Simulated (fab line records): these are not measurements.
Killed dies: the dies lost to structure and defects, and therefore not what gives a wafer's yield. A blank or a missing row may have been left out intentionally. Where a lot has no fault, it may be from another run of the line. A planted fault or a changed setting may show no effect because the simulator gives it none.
Matching of chambers || flow gf180mcu || GF_POLY_GATE_ETCH_12 on rieDiel-02: 4 sister chambers
The step etches BARC in N2/H2. 7 wafers are shown with their chamber, then 8 later ones without.

WAFERS PAIRED WITH THEIR CHAMBERS
{"wafer": "L082.2", "chamber": 0, "drypumpMotorCurrentA (A)": 5.9, "throttleValvePct (%)": 13.210}
{"wafer": "L082.3", "chamber": 1, "drypumpMotorCurrentA (A)": 5.6, "throttleValvePct (%)": 13.221}
{"wafer": "L082.5", "chamber": 2, "drypumpMotorCurrentA (A)": 4.9, "throttleValvePct (%)": 13.199}
{"wafer": "L083.1", "chamber": 3, "drypumpMotorCurrentA (A)": 5.9, "throttleValvePct (%)": 13.207}
{"wafer": "L083.2", "chamber": 0, "drypumpMotorCurrentA (A)": 5.9, "throttleValvePct (%)": 13.211}
{"wafer": "L083.6", "chamber": 2, "drypumpMotorCurrentA (A)": 4.8, "throttleValvePct (%)": 13.227}
{"wafer": "L086.3", "chamber": 1, "drypumpMotorCurrentA (A)": 5.6, "throttleValvePct (%)": 13.217}

WAFERS WHOSE CHAMBER IS MISSING
{"wafer": "L086.5", "drypumpMotorCurrentA (A)": 5.5, "throttleValvePct (%)": 13.209}
{"wafer": "L086.6", "drypumpMotorCurrentA (A)": 4.8, "throttleValvePct (%)": 13.217}
{"wafer": "L092.3", "drypumpMotorCurrentA (A)": 5.8, "throttleValvePct (%)": 13.224}
{"wafer": "L092.5", "drypumpMotorCurrentA (A)": 5.6, "throttleValvePct (%)": 13.224}
{"wafer": "L092.6", "drypumpMotorCurrentA (A)": 4.9, "throttleValvePct (%)": 13.208}
{"wafer": "L096.1", "drypumpMotorCurrentA (A)": 4.9, "throttleValvePct (%)": 13.213}
{"wafer": "L096.2", "drypumpMotorCurrentA (A)": 5.6, "throttleValvePct (%)": 13.208}
{"wafer": "L096.4", "drypumpMotorCurrentA (A)": 6.0, "throttleValvePct (%)": 13.213}

THE CHAMBER EACH PASSED THROUGH
{"wafer": "L086.5", "from the rows above": 1, "in truth": 1}
{"wafer": "L086.6", "from the rows above": 2, "in truth": 2}
{"wafer": "L092.3", "from the rows above": "can't be placed: 0 or 3", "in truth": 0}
{"wafer": "L092.5", "from the rows above": 1, "in truth": 1}
{"wafer": "L092.6", "from the rows above": 2, "in truth": 2}
{"wafer": "L096.1", "from the rows above": 2, "in truth": 2}
{"wafer": "L096.2", "from the rows above": 1, "in truth": 1}
{"wafer": "L096.4", "from the rows above": "can't be placed: 0 or 3", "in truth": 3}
Placed correctly: 6 of 8. These rows do not allow placing 2 (true chamber among the candidates in 2). 0 placed wrongly.
How it was worked out, from the rows above alone: a wafer's distance from a chamber is the root of the sum, over the readings, of the square of ((its reading less the chamber's mean) divided by the reading's scatter). The wafer belongs to the nearest chamber; if the next one is less than 2 further off, it can't be placed. For every chamber, the mean is computed from those of its wafers that are shown. The scatter is the square root of a quotient: the sum, over the shown wafers, of each reading's squared deviation from its chamber's mean, divided by wafers minus chambers.
